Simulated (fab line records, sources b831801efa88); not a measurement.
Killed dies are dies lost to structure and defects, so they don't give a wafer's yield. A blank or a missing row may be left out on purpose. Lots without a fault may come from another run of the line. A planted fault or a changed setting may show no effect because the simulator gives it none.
fab line records | flow sky130
record lots=5 wafers=15 last_day=50
route steps=708 shown LDD_HVP@278 LDD_LDN@289
lots that met no fault: from a run of the same line without faults
start_h: hours from the record's first day to the start of the lot's first wafer shown | wait_h: hours since the lot's step before | " the same as in the row above | L1.1+2: a row that stands for several wafers | - no value, or no start given | * or withheld: withheld | < > ~ a bound
route shown NAME@n: a module of which the file shows steps, and the number in the route of the first | usual: mean/standard deviation of fault-free wafers | same: alike in all rows | chamber/n: place in a boat | sites: the reading at each site | _std_site: their standard deviation | _edge_site: outer sites' mean less inner sites' | radius_mm: how far each site lies from the wafer's centre | mask NAME#n: copy n | behind: the tool/chamber that last shaped the wafer | hold: why the lot was held/for how many hours/how that ended | device: the transistor (n, p or np) that didn't switch | end of line: the same wafers' tests at the end of the route | a step without rows: its recipe alone | killed: dies lost to structure and defects at the first sort, not the wafer's yield | map: a wafer's dies, x killed, . not, _ none there
set.NAME: the setting as run; set.NAME@STEP: as run at that earlier step | model.NAME: the simulator's own value behind a step, which no gauge read
lots at some steps of the route; a table a step, a row a wafer
services: from which hour (start_h, from the record's first day; less than 0 if before it) a tool's chamber was out of use, for how many hours, and why
## steps
# step SKY_LDD_HVP_DEHYDRATE_00
# recipe temp_c=200 time_s=60
# usual heater_power_total_W=160.38/0.11
# same time_s=60
# columns lot.wafer tool chamber start_h wait_h heater_power_total_W
L078.2 litho_track-04 0 509.80 13.7 160.53
L078.4 " 0 " " 160.41
L078.6 " 0 " " 160.62
L084.1 litho_track-03 0 571.03 13.3 160.24
L084.3 " 0 " " 160.36
L084.4 " 0 " " 160.59
L088.2 litho_track-01 0 595.48 14.1 160.32
L088.4 " 0 " " 160.42
L088.6 " 0 " " 160.55
L091.2 litho_track-01 0 625.73 13.9 160.44
L091.4 " 0 " " 160.30
L091.5 " 0 " " 160.30
L095.3 litho_track-01 0 647.96 14.7 160.31
L095.4 " 0 " " 160.43
L095.5 " 0 " " 160.25
# step SKY_LDD_HVP_HMDS_01
# recipe prime_time_s=60 prime_temp_c=120
# same prime_time_s=60
# columns lot.wafer tool chamber start_h wait_h
L078.2+4+6 litho_track-04 0 509.95 0.1
L084.1+3+4 litho_track-03 0 571.18 0.1
L088.2+4+6 litho_track-01 0 595.63 0.1
L091.2+4+5 litho_track-01 0 625.88 0.1
L095.3+4+5 litho_track-01 0 648.11 0.1
# step SKY_LDD_HVP_COAT_02
# recipe resist=NOVOLAK spin_rpm=3000 resist_thk_nm=300
# columns lot.wafer tool chamber start_h wait_h
L078.2+4+6 litho_track-04 0 510.10 0.1
L084.1+3+4 litho_track-03 0 571.33 0.1
L088.2+4+6 litho_track-01 0 595.78 0.1
L091.2+4+5 litho_track-01 0 626.03 0.1
L095.3+4+5 litho_track-01 0 648.26 0.1
# step SKY_LDD_HVP_SOFTBAKE_03
# recipe temp_c=90 time_s=60 resist=NOVOLAK
# usual heater_power_total_W=56.59/0.047
# same time_s=60
# columns lot.wafer tool chamber start_h wait_h heater_power_total_W
L078.2 litho_track-04 0 510.25 0.1 56.61
L078.4 " 0 " " 56.58
L078.6 " 0 " " 56.65
L084.1 litho_track-03 0 571.48 0.1 56.56
L084.3 " 0 " " 56.57
L084.4 " 0 " " 56.53
L088.2 litho_track-01 0 595.93 0.1 56.61
L088.4 " 0 " " 56.65
L088.6 " 0 " " 56.55
L091.2 litho_track-01 0 626.18 0.1 56.59
L091.4 " 0 " " 56.57
L091.5 " 0 " " 56.58
L095.3 litho_track-01 0 648.41 0.1 56.59
L095.4 " 0 " " 56.58
L095.5 " 0 " " 56.62
# step SKY_LDD_HVP_EXPOSE_04
# recipe mask_id=HVPTM na=0.6 source_shape=conventional sigma_outer=0.6 polarization=unpolarized target_cd_nm=700 dose_mj=86
# usual exposure_dose_mJ_cm2=86.01/0.09
# columns lot.wafer tool chamber start_h wait_h mask exposure_dose_mJ_cm2
L078.2 iline_stepper-02 0 - - HVPTM#0 85.99
L078.4 " 0 " " HVPTM#0 86.00
L078.6 " 0 " " HVPTM#0 86.11
L084.1 iline_stepper-02 0 - - HVPTM#0 85.98
L084.3 " 0 " " HVPTM#0 85.92
L084.4 " 0 " " HVPTM#0 85.90
L088.2 iline_stepper-01 0 - - HVPTM#0 86.11
L088.4 " 0 " " HVPTM#0 85.94
L088.6 " 0 " " HVPTM#0 86.08
L091.2 iline_stepper-02 0 - - HVPTM#0 85.91
L091.4 " 0 " " HVPTM#0 86.06
L091.5 " 0 " " HVPTM#0 85.96
L095.3 iline_stepper-02 0 - - HVPTM#0 85.96
L095.4 " 0 " " HVPTM#0 85.97
L095.5 " 0 " " HVPTM#0 86.15
# step SKY_LDD_HVP_PEB_05
# recipe temp_c=withheld time_s=* resist=NOVOLAK
# same time_s=*
# columns lot.wafer tool chamber start_h wait_h
L078.2+4+6 litho_track-04 0 - -
L084.1+3+4 litho_track-01 0 - -
L088.2+4+6 litho_track-03 0 - -
L091.2+4+5 litho_track-01 0 - -
L095.3+4+5 litho_track-04 0 - -
# step SKY_LDD_HVP_DEVELOP_06
# recipe resist=NOVOLAK developer=TMAH develop_time_s=60 dev_temp_c=23
# columns lot.wafer tool chamber start_h wait_h
L078.2+4+6 litho_track-04 0 525.45 0.1
L084.1+3+4 litho_track-01 0 587.06 0.1
L088.2+4+6 litho_track-03 0 610.16 0.1
L091.2+4+5 litho_track-01 0 641.63 0.1
L095.3+4+5 litho_track-04 0 663.07 0.1
# step SKY_LDD_HVP_OVL_MEAS_07
# usual LDD_HVP_OVL=0.7/1.2
# columns lot.wafer tool chamber start_h wait_h LDD_HVP_OVL[nm]
L078.2 overlay-01 - 525.58 0.1 1.5
L078.4 " - " " 0.8
L078.6 " - " " -1.3
L084.1 overlay-01 - 587.21 0.1 0.4
L084.3 " - " " -0.3
L084.4 " - " " 0.0
L088.2 overlay-02 - 610.29 0.1 0.0
L088.4 " - " " 0.5
L088.6 " - " " 2.4
L091.2 overlay-02 - 641.76 0.1 0.5
L091.4 " - " " 2.5
L091.5 " - " " 2.4
L095.3 overlay-02 - 663.18 0.1 -0.4
L095.4 " - " " 0.2
L095.5 " - " " 1.7
# step SKY_LDD_HVP_IMPLANT_08
# recipe species=B energy_kev=20 dose_cm2=1.7e+13 tilt_deg=17.9
# columns lot.wafer tool chamber start_h wait_h
L078.2+4+6 implanter-03 0 525.63 0.0
L084.1+3+4 implanter-02 0 587.24 0.0
L088.2+4+6 implanter-03 0 610.35 0.0
L091.2+4+5 implanter-02 0 641.82 0.0
L095.3+4+5 implanter-01 0 663.26 0.1
# step SKY_LDD_HVP_STRIP_09
# recipe chemistry=O2/N2 power_w=1400 pressure_mtorr=1500 platen_temp_c=withheld o2_flow_sccm=3000 n2_flow_sccm=300 overash_fraction=0.5
# usual drypump_motor_current_A=5.9/0.35 oes_product_au=0.408/0.0041 strip_time_to_endpoint_s=4.137/0.014
# columns lot.wafer tool chamber start_h wait_h drypump_motor_current_A oes_product_au rf_hours_counter_h strip_time_to_endpoint_s
L078.2 plasma_asher-03 1 525.76 0.1 5.6 0.405 72 4.156
L078.4 " 0 " " 6.3 0.406 - 4.145
L078.6 " 1 " " 5.6 0.417 - 4.174
L084.1 plasma_asher-03 0 587.39 0.1 6.3 0.406 78 4.144
L084.3 " 1 " " 5.6 0.412 - 4.118
L084.4 " 0 " " 6.3 0.402 - 4.126
L088.2 plasma_asher-03 1 610.47 0.1 5.6 0.414 80 4.140
L088.4 " 0 " " 6.3 0.404 - 4.111
L088.6 " 1 " " 5.6 0.411 - 4.135
L091.2 plasma_asher-02 1 641.94 0.1 6.2 0.405 52 4.113
L091.4 " 0 " " 6.1 0.404 - 4.108
L091.5 " 1 " " 6.2 0.412 - 4.121
L095.3 plasma_asher-02 0 663.39 0.1 6.1 0.404 - 4.133
L095.4 " 1 " " 6.2 0.407 - 4.142
L095.5 " 1 " " 6.2 0.409 - 4.116
# step SKY_LDD_HVP_TW_MEAS_10
# usual LDD_HVP_TW=461.3/2.3
# columns lot.wafer tool chamber start_h wait_h LDD_HVP_TW
L078.2 film_metro-01 - 525.87 0.1 462.1
L078.4 " - " " 461.6
L078.6 " - " " 462.0
L084.1 film_metro-03 - 587.49 0.1 466.6
L084.3 " - " " 463.8
L084.4 " - " " 464.0
L088.2 film_metro-03 - 610.58 0.1 459.9
L088.4 " - " " 462.2
L088.6 " - " " 460.3
L091.2 film_metro-01 - 642.05 0.1 456.5
L091.4 " - " " 459.2
L091.5 " - " " 460.4
L095.3 film_metro-04 - 663.48 0.1 461.4
L095.4 " - " " 461.8
L095.5 " - " " 461.1
# step SKY_LDD_LDN_DEHYDRATE_00
# recipe temp_c=200 time_s=60
# usual heater_power_total_W=160.39/0.13
# same time_s=60
# columns lot.wafer tool chamber start_h wait_h heater_power_total_W
L078.2 litho_track-01 0 539.23 13.4 160.43
L078.4 " 0 " " 160.60
L078.6 " 0 " " 160.33
L084.1 litho_track-01 0 600.61 13.1 160.35
L084.3 " 0 " " 160.54
L084.4 " 0 " " 160.40
L088.2 litho_track-03 0 624.61 14.0 160.52
L088.4 " 0 " " 160.47
L088.6 " 0 " " 160.17
L091.2 litho_track-03 0 656.06 14.0 160.35
L091.4 " 0 " " 160.31
L091.5 " 0 " " 160.48
L095.3 litho_track-01 0 677.41 13.9 160.27
L095.4 " 0 " " 160.20
L095.5 " 0 " " 160.32
# step SKY_LDD_LDN_HMDS_01
# recipe prime_time_s=60 prime_temp_c=120
# same prime_time_s=60
# columns lot.wafer tool chamber start_h wait_h
L078.2+4+6 litho_track-01 0 539.38 0.1
L084.1+3+4 litho_track-01 0 600.76 0.1
L088.2+4+6 litho_track-03 0 624.76 0.1
L091.2+4+5 litho_track-03 0 656.21 0.1
L095.3+4+5 litho_track-01 0 677.56 0.1
# step SKY_LDD_LDN_COAT_02
# recipe resist=NOVOLAK spin_rpm=3000 resist_thk_nm=1154
# columns lot.wafer tool chamber start_h wait_h
L078.2+4+6 litho_track-01 0 539.53 0.1
L084.1+3+4 litho_track-01 0 600.91 0.1
L088.2+4+6 litho_track-03 0 624.91 0.1
L091.2+4+5 litho_track-03 0 656.36 0.1
L095.3+4+5 litho_track-01 0 677.71 0.1
# step SKY_LDD_LDN_SOFTBAKE_03
# recipe temp_c=90 time_s=60 resist=NOVOLAK
# usual heater_power_total_W=56.60/0.046
# same time_s=60
# columns lot.wafer tool chamber start_h wait_h heater_power_total_W
L078.2 litho_track-01 0 539.68 0.1 56.64
L078.4 " 0 " " 56.60
L078.6 " 0 " " 56.58
L084.1 litho_track-01 0 601.06 0.1 56.57
L084.3 " 0 " " 56.63
L084.4 " 0 " " 56.59
L088.2 litho_track-03 0 625.06 0.1 56.65
L088.4 " 0 " " 56.56
L088.6 " 0 " " 56.59
L091.2 litho_track-03 0 656.51 0.1 56.52
L091.4 " 0 " " 56.60
L091.5 " 0 " " 56.64
L095.3 litho_track-01 0 677.86 0.1 56.60
L095.4 " 0 " " 56.55
L095.5 " 0 " " 56.53
# step SKY_LDD_LDN_EXPOSE_04
# recipe mask_id=LDNTM na=0.6 source_shape=conventional sigma_outer=0.6 polarization=unpolarized target_cd_nm=700 dose_mj=140
# usual exposure_dose_mJ_cm2=140.01/0.15
# columns lot.wafer tool chamber start_h wait_h mask exposure_dose_mJ_cm2
L078.2 iline_stepper-02 0 - - LDNTM#0 139.99
L078.4 " 0 " " LDNTM#0 139.94
L078.6 " 0 " " LDNTM#0 140.14
L084.1 iline_stepper-01 0 - - LDNTM#0 140.02
L084.3 " 0 " " LDNTM#0 140.10
L084.4 " 0 " " LDNTM#0 139.96
L088.2 iline_stepper-01 0 - - LDNTM#0 139.84
L088.4 " 0 " " LDNTM#0 140.01
L088.6 " 0 " " LDNTM#0 140.00
L091.2 iline_stepper-01 0 - - LDNTM#0 140.20
L091.4 " 0 " " LDNTM#0 140.16
L091.5 " 0 " " LDNTM#0 139.97
L095.3 iline_stepper-01 0 - - LDNTM#0 140.13
L095.4 " 0 " " LDNTM#0 140.02
L095.5 " 0 " " LDNTM#0 140.12
# step SKY_LDD_LDN_PEB_05
# recipe temp_c=withheld time_s=* resist=NOVOLAK
# same time_s=*
# columns lot.wafer tool chamber start_h wait_h
L078.2+4+6 litho_track-01 0 - -
L084.1+3+4 litho_track-02 0 - -
L088.2+4+6 litho_track-01 0 - -
L091.2+4+5 litho_track-01 0 - -
L095.3+4+5 litho_track-03 0 - -
# step SKY_LDD_LDN_DEVELOP_06
# recipe resist=NOVOLAK developer=TMAH develop_time_s=60 dev_temp_c=23
# columns lot.wafer tool chamber start_h wait_h
L078.2+4+6 litho_track-01 0 554.83 0.1
L084.1+3+4 litho_track-02 0 615.85 0.1
L088.2+4+6 litho_track-01 0 640.53 0.1
L091.2+4+5 litho_track-01 0 670.53 0.1
L095.3+4+5 litho_track-03 0 691.49 0.1
# step SKY_LDD_LDN_OVL_MEAS_07
# usual LDD_LDN_OVL=0.3/1.3
# columns lot.wafer tool chamber start_h wait_h LDD_LDN_OVL[nm]
L078.2 overlay-01 - 554.96 0.1 1.1
L078.4 " - " " -1.2
L078.6 " - " " -1.4
L084.1 overlay-02 - 616.00 0.1 -0.4
L084.3 " - " " -1.6
L084.4 " - " " 0.5
L088.2 overlay-01 - 640.66 0.1 0.0
L088.4 " - " " -0.1
L088.6 " - " " 0.4
L091.2 overlay-01 - 670.66 0.1 0.7
L091.4 " - " " -1.7
L091.5 " - " " -1.3
L095.3 overlay-02 - 691.60 0.1 0.9
L095.4 " - " " 0.9
L095.5 " - " " 2.8
# step SKY_LDD_LDN_IMPLANT_08
# recipe species=As energy_kev=15 dose_cm2=1.25e+13 tilt_deg=withheld rotation_deg=23
# columns lot.wafer tool chamber start_h wait_h
L078.2+4+6 implanter-04 0 555.02 0.0
L084.1+3+4 implanter-03 0 616.04 0.0
L088.2+4+6 implanter-01 0 640.72 0.0
L091.2+4+5 implanter-04 0 670.72 0.0
L095.3+4+5 implanter-04 0 691.67 0.1
# step SKY_LDD_LDN_IMPLANT_09
# recipe species=As energy_kev=15 dose_cm2=1.236e+13 tilt_deg=withheld rotation_deg=113
# columns lot.wafer tool chamber start_h wait_h
L078.2+4+6 implanter-04 0 555.17 0.1
L084.1+3+4 implanter-03 0 616.19 0.1
L088.2+4+6 implanter-01 0 640.87 0.1
L091.2+4+5 implanter-04 0 670.87 0.1
L095.3+4+5 implanter-04 0 691.82 0.1
# step SKY_LDD_LDN_IMPLANT_10
# recipe species=As energy_kev=15 dose_cm2=1.25e+13 tilt_deg=withheld rotation_deg=203
# columns lot.wafer tool chamber start_h wait_h
L078.2+4+6 implanter-04 0 555.32 0.1
L084.1+3+4 implanter-03 0 616.34 0.1
L088.2+4+6 implanter-01 0 641.02 0.1
L091.2+4+5 implanter-04 0 671.02 0.1
L095.3+4+5 implanter-04 0 691.97 0.1
# step SKY_LDD_LDN_IMPLANT_11
# recipe species=As energy_kev=15 dose_cm2=1.25e+13 tilt_deg=withheld rotation_deg=293
# columns lot.wafer tool chamber start_h wait_h
L078.2+4+6 implanter-04 0 555.47 0.1
L084.1+3+4 implanter-03 0 616.49 0.1
L088.2+4+6 implanter-01 0 641.17 0.1
L091.2+4+5 implanter-04 0 671.17 0.1
L095.3+4+5 implanter-04 0 692.12 0.1
## services
# columns tool chamber start_h hours kind
iline_stepper-02 - 488.04 1.7 pm
implanter-01 - 518.75 14.1 repair
implanter-04 - 530.94 14.1 pm
implanter-03 - 537.88 3.1 pm
litho_track-02 - 539.00 - consumable_replace:filter
iline_stepper-02 0 542.01 - calibration
iline_stepper-01 0 544.19 - calibration
implanter-02 - 561.66 1.9 repair
implanter-01 - 575.00 2.8 repair
implanter-04 - 578.27 4.6 repair
implanter-04 - 578.28 5.1 repair
implanter-03 - 591.42 2.3 repair
implanter-02 - 596.53 0.5 repair
implanter-02 - 611.19 4.9 pm
implanter-01 - 619.66 4.2 pm
iline_stepper-01 - 620.85 2.1 pm
iline_stepper-01 - 622.93 - consumable_replace:lamp
implanter-01 - 645.82 2.8 pm
implanter-02 - 657.51 1.5 repair
implanter-03 - 660.38 0.5 repair
implanter-03 - 677.86 4.6 repair
implanter-03 - 680.72 6.2 repair
iline_stepper-01 - 683.87 1.7 pm
## key
fault none
